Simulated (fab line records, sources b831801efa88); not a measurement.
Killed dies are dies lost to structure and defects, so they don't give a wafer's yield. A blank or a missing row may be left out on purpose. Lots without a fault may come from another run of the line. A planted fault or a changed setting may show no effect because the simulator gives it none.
Split-lot experiment | flow sky130 | 5 lots, 23 wafers read, on a route of 708 steps

THE SPLIT
At SKY_LI_CONTACT_HDPCVD_00 (deposits PSG, target thk 930 nm, time 155 s), the setting time_s was moved away from the recipe's 155 s on 5 of the 23 wafers read, by -6.9% to +5.9%. The other wafers ran this setting at the recipe's value.

The file shows no step between the split and the reading.

THE READING
LI_CONTACT_HDPCVD_THK, in nm, at SKY_LI_CONTACT_THK_MEAS_01. Fault-free wafers of this fab line usually give 937 nm, standard deviation 7.6 nm.

wafer  | tool, chamber at the split | time_s as run, s | against the recipe | LI_CONTACT_HDPCVD_THK, nm | against lot-mates on the recipe
L075.1 | hdpcvd-02, 2               | 155              | recipe             | 927                       | -
L075.2 | hdpcvd-02, 0               | 155              | recipe             | 932                       | -
L075.3 | hdpcvd-02, 1               | 155              | recipe             | 940                       | -
L075.4 | hdpcvd-02, 1               | 155              | recipe             | 937                       | -
L075.6 | hdpcvd-02, 0               | 155              | recipe             | 926                       | -
L078.1 | hdpcvd-01, 0               | 155              | recipe             | 934                       | -
L078.2 | hdpcvd-01, 1               | 155              | recipe             | 945                       | -
L078.3 | hdpcvd-01, 2               | 155              | recipe             | 935                       | -
L078.4 | hdpcvd-01, 2               | 155              | recipe             | 932                       | -
L078.6 | hdpcvd-01, 1               | 155              | recipe             | 954                       | -
L079.2 | hdpcvd-01, 2               | 144.3            | -6.9%              | 881                       | -52
L079.3 | hdpcvd-01, 1               | 144.3            | -6.9%              | 874                       | -59
L079.4 | hdpcvd-01, 1               | 155              | recipe             | 934                       | -
L079.5 | hdpcvd-01, 0               | 155              | recipe             | 932                       | -
L079.6 | hdpcvd-01, 2               | 144.3            | -6.9%              | 870                       | -63
L080.1 | hdpcvd-02, 0               | 155              | recipe             | 930                       | -
L080.5 | hdpcvd-02, 0               | 155              | recipe             | 936                       | -
L080.6 | hdpcvd-02, 1               | 155              | recipe             | 946                       | -
L081.1 | hdpcvd-01, 2               | 155              | recipe             | 929                       | -
L081.2 | hdpcvd-01, 1               | 155              | recipe             | 934                       | -
L081.4 | hdpcvd-01, 0               | 164.1            | +5.9%              | 978                       | +45
L081.5 | hdpcvd-01, 1               | 155              | recipe             | 935                       | -
L081.6 | hdpcvd-01, 2               | 164.1            | +5.9%              | 1000                      | +67

THE FIT
A straight line over all 23 wafers: LI_CONTACT_HDPCVD_THK changes by +8.89 nm for each +1% of time_s; r = +0.97; the points scatter about the line by 7.4 nm.
The same after taking each lot's own level away (the mean of its wafers on the recipe; 23 wafers): +8.82 nm for each +1%; r = +0.97; scatter 6.9 nm.
On that fit, the largest move of time_s shifts the reading by 61 nm.
The lots' own levels span 932.4 to 940.0 nm, that is 1.0 times the standard deviation above.
So the lot-to-lot level changes the slope little: the two slopes agree.
Check: with one of the wafers moved furthest among these (-6.9%) left out of the fit, the line predicts -62.8 nm for it against its lot-mates. It came out at -52 nm against them.

OTHER SPLITS ON THESE WAFERS
These wafers also went through other splits before the reading. Each is held against what the fit with the lots' levels taken away leaves over:
other split on the same wafers     | wafers away from the commonest value | r with LI_CONTACT_HDPCVD_THK (lot level and that fit taken away)
SKY_LDD_LDN_IMPLANT_09 energy_kev  | 6                                    | +0.04
SKY_SPACER_CVD_00 pressure_mtorr   | 15                                   | +0.03
SKY_SD_P_DEVELOP_06 develop_time_s | 4                                    | -0.03
SKY_SD_P_IMPLANT_09 dose_cm2       | 11                                   | +0.20
SKY_RES_XHIGH_STRIP_08 power_w     | 11                                   | +0.19
SKY_SD_N_SOFTBAKE_03 temp_c        | 5                                    | +0.10
SKY_SD_N_IMPLANT_09 energy_kev     | 9                                    | +0.21

THE WHOLE CHAIN: every reading that the file lists as answering this split, in the file's order
step                       | what it does                                | reading                                                                             | change (the file's fit)              | r (the file's)
SKY_LI_CONTACT_HDPCVD_00   | deposits PSG, target thk 930 nm, time 155 s | PSG_of_LI_CONTACT_HDPCVD_00.thk_nm (the simulator's own value, which no gauge read) | +8.95 nm for each +1% of the setting | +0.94
SKY_LI_CONTACT_THK_MEAS_01 |                                             | LI_CONTACT_HDPCVD_THK                                                               | +8.93 for each +1% of the setting    | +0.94

THE FILE'S OWN FIT
LI_CONTACT_HDPCVD_THK changes by +8.93 nm for each +1% of time_s, r = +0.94.
